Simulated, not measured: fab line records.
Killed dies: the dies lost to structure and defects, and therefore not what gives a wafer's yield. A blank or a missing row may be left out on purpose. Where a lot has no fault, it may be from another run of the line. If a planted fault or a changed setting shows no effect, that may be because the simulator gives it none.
The same fault as seen by 2 desks -- flow sky130 -- every desk sees just its own numbers, and what lay behind them comes last

## TOOL OWNER'S DESK, litho_track-04
The tool's own readings at SKY_RES_PROTECT_COAT_02 (resist thk 1140 nm): means of the sampled wafers that have a number, for each lot that ran on this tool. If a lot's mean is further than 4 standard deviations from the usual mean, the lot is out of limits and carries the mark OUT (the distance appears in the brackets).
Columns: A = chill_plate_temp_C at SKY_RES_PROTECT_COAT_02, usual 23.01 C; B = dispense_pressure_kPa at SKY_RES_PROTECT_COAT_02, usual 50 kPa
lot,first seen here,A,B
L718,day 17 19:18,22.99,47
L726,day 19 21:44,22.93,47
L732,day 22 06:42,23.01,47
This desk found nothing out of limits on any of the 3 lots.

## FROM THE METROLOGY DESK
What the gauges read for every lot (on any tool): the sampled wafers with a number, averaged. If a lot's mean is further than 4 standard deviations from the usual mean, the lot is out of limits and carries the mark OUT (the distance appears in the brackets).
Columns: A = VT_ADJUST_PCH_OVL at SKY_VT_ADJUST_PCH_OVL_MEAS_07, usual 0.2 nm; B = cd_nm at SKY_POLY_GATE_CD_MEAS_13, usual 150.0 nm
lot,first seen here,A,B
L713,day 11 04:13,1.0,147.3
L712,day 11 06:31,-0.2,151.2
L714,day 11 10:47,0.2,153.7
L715,day 11 23:34,0.4,151.5
L717,day 12 05:03,0.7,149.5
L718,day 12 16:46,-0.1,148.8
L721,day 13 14:48,0.3,150.5
L726,day 14 20:22,0.7,148.9
L727,day 15 16:46,1.8,149.1
L728,day 15 22:36,0.6,150.1
L729,day 15 23:40,1.1,149.7
L732,day 17 03:09,-1.3,149.7
L733,day 17 12:37,1.5,149.7
L734,day 17 21:34,0.8,150.7
This desk found nothing out of limits on any of the 14 lots.

## PUT TOGETHER
The tool owner's desk saw nothing out of limits.
Nothing out of limits was seen by the metrology desk.

## WHAT THE SIMULATOR HAD PUT IN
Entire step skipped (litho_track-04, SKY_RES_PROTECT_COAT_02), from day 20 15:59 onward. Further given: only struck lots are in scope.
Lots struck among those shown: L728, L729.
